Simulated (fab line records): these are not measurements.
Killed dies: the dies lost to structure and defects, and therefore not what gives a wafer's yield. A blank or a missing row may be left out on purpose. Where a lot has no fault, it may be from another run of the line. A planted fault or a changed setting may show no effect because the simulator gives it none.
A lot that was struck, set against a sound lot    flow sky130    32 steps out of a route of 708
Sound: these wafers, L806.1, L806.2, L806.6. Struck: wafers L812.2, L812.5, L812.6. The cause is given at the end.
Each step with rows lists, per side, the tool, then ch with its chambers, then its first start. Under that, the readings that differ: sound wafers    struck wafers    difference of the means    sigmas: that difference in standard deviations of wafers without a fault.
alike: words and numbers the same on both sides, and readings whose means are apart by under 2 such deviations; not compared: readings that were withheld, readings missing a value for some wafer, numbers with overlapping values and no deviation given by the record, and bounds like >300 which may hide the same value.
The two part at a step that has a row with sigmas, a row that says differs or no value, or rows on one side only. Numbers that have no deviation but don't overlap get no sigmas and don't part them. A reading that every wafer of one side lacks parts them only if that side has two wafers or more.

first, 6 steps without rows for these wafers: SKY_LDD_N_IMPLANT_10; SKY_LDD_N_IMPLANT_11; SKY_LDD_N_IMPLANT_12; SKY_LDD_N_IMPLANT_13; SKY_LDD_N_IMPLANT_14; SKY_LDD_N_IMPLANT_15.
SKY_LDD_N_STRIP_16: strips in O2/N2.
  sound on plasma asher-02 ch 0,1, day 17 22:14; struck on plasma asher-04 ch 0,1, day 21 00:45
  alike: drypump motor current A, oes product au, strip time to endpoint s
  not compared: rf hours counter h
SKY_LDD_N_TW_MEAS_17:
  sound on film metro-04, day 17 22:20; struck on film metro-01, day 21 00:52
  alike: LDD_N_TW
then, 4 steps without rows for these wafers: SKY_LDD_P_DEHYDRATE_00 (time 60 s); SKY_LDD_P_HMDS_01 (prime time 60 s); SKY_LDD_P_COAT_02 (resist thk 1140 nm); SKY_LDD_P_SOFTBAKE_03 (time 60 s).
SKY_LDD_P_EXPOSE_04: exposes mask PSDM, target cd 380 nm.
  sound on iline stepper-01 ch 0, day 18 12:59; struck on iline stepper-01 ch 0, day 21 15:42
reading               sound                 struck                   difference  sigmas
mask                  PSDM#0 PSDM#0 PSDM#0  HVNTM#0 HVNTM#0 HVNTM#0  differs     
focus offset nm (nm)  0.8 -0.2 0.7          -1.0 -0.7 -1.2           -1.4        -3
then, 2 steps without rows for these wafers: SKY_LDD_P_PEB_05; SKY_LDD_P_DEVELOP_06 (develop time 60 s).
SKY_LDD_P_CD_MEAS_07 targets a cd of 380 nm.
  sound on cd sem-02, day 19 04:28; struck on cd sem-01, day 22 06:17
reading     sound              struck  difference                     sigmas
cd nm (nm)  379.4 380.3 380.2  - - -   no value on the struck wafers  
SKY_LDD_P_OVL_MEAS_08:
  sound on overlay-02, day 19 04:35; struck on overlay-02, day 22 06:24
reading         sound        struck  difference                     sigmas
LDD_P_OVL (nm)  3.5 2.2 3.3  - - -   no value on the struck wafers  
after that, 1 step had no rows for these wafers: SKY_LDD_P_IMPLANT_09.
SKY_LDD_P_STRIP_10: strips in O2/N2.
  sound on plasma asher-01 ch 0,1, day 19 04:46; struck on plasma asher-03 ch 0,1, day 22 06:35
  alike: drypump motor current A, oes product au, strip time to endpoint s
  not compared: rf hours counter h
SKY_LDD_P_TW_MEAS_11:
  sound on film metro-01, day 19 04:52; struck on film metro-03, day 22 06:41
reading   sound        struck    difference  sigmas
LDD_P_TW  635 635 640  30 30 30  -607        -99 or more
then, 7 steps without rows for these wafers: SKY_LDD_HVN_DEHYDRATE_00 (time 60 s); SKY_LDD_HVN_HMDS_01 (prime time 60 s); SKY_LDD_HVN_COAT_02 (resist thk 300 nm); SKY_LDD_HVN_SOFTBAKE_03 (time 60 s); SKY_LDD_HVN_EXPOSE_04 (exposes mask HVNTM, target cd 700 nm); SKY_LDD_HVN_PEB_05; SKY_LDD_HVN_DEVELOP_06 (develop time 60 s).
SKY_LDD_HVN_OVL_MEAS_07:
  sound on overlay-01, day 20 10:57; struck on overlay-02, day 23 12:57
  alike: LDD_HVN_OVL
after that, 1 step had no rows for these wafers: SKY_LDD_HVN_IMPLANT_08.
SKY_LDD_HVN_STRIP_09: strips in O2/N2.
  sound on plasma asher-03 ch 0,1, day 20 11:08; struck on plasma asher-03 ch 0,1, day 23 13:08
  alike: drypump motor current A, oes product au, strip time to endpoint s
  not compared: rf hours counter h
SKY_LDD_HVN_TW_MEAS_10:
  sound on film metro-02, day 20 11:14; struck on film metro-02, day 23 13:14
reading     sound           struck          difference  sigmas
LDD_HVN_TW  1439 1447 1445  1464 1461 1463  +19         +2
then, 1 step without rows for these wafers: SKY_LDD_HVP_DEHYDRATE_00 (time 60 s).

== WHERE THEY PART ==
Last at SKY_LDD_HVN_TW_MEAS_10 as far as this record goes, first at SKY_LDD_P_EXPOSE_04.

WHY: whatever the simulator had introduced
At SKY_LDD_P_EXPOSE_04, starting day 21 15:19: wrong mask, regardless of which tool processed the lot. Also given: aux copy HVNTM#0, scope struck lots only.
